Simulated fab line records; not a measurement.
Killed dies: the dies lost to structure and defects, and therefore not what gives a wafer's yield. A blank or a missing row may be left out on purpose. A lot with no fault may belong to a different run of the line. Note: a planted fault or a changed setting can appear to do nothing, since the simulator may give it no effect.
Matching of chambers    flow sky130    4 sister chambers for SKY_VIA3_ETCH_15 on rie_diel-03
The step etches SiO2 in C4F8/O2/Ar, stops on TiN, target depth 507 nm, time 78 s. 14 wafers are shown with their chamber, then 7 later ones without.

== EACH WAFER AND ITS CHAMBER ==
wafer   chamber  oes_product_au (a.u.)
L102.2  0        0.943
L102.3  3        0.947
L102.5  1        0.941
L104.1  1        0.943
L104.2  3        0.945
L104.5  0        0.945
L106.2  2        0.950
L106.3  1        0.941
L106.6  2        0.942
L107.1  1        0.954
L107.4  0        0.943
L107.6  2        0.942
L108.3  2        0.946
L108.5  1        0.946

SIGNATURES (averages over the wafers above)
reading         chamber 0  chamber 1  chamber 2  chamber 3  scatter within a chamber
oes_product_au  0.94367    0.94500    0.94500    0.94600    0.00408
Rule: distance of a wafer from a chamber = root of the sum over the readings of ((wafer's reading minus chamber's mean) / reading's scatter) squared. If the next closest chamber is less than 2 further off than the closest, the wafer can't be placed; otherwise it belongs to the closest. How the scatter is found: for the shown wafers, subtract from each reading the mean of its chamber, square and add these, divide the total by (wafers less chambers), then take the root.

== WAFERS MISSING THEIR CHAMBER ==
wafer   oes_product_au (a.u.)
L108.6  0.945
L112.3  0.946
L112.4  0.953
L112.6  0.938
L118.2  0.948
L118.5  0.953
L118.6  0.954

== CHAMBER TAKEN BY EACH ==
wafer   from the rows above                in truth
L108.6  can't be placed: 1 or 2 or 3 or 0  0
L112.3  can't be placed: 3 or 1 or 2 or 0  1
L112.4  can't be placed: 3 or 1 or 2 or 0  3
L112.6  can't be placed: 0 or 1 or 2 or 3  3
L118.2  can't be placed: 3 or 1 or 2 or 0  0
L118.5  can't be placed: 3 or 1 or 2 or 0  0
L118.6  can't be placed: 3 or 1 or 2 or 0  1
Correctly placed: 0 of 7. These rows do not allow placing 7 (true chamber among the candidates in 7). Number placed wrongly: 0.
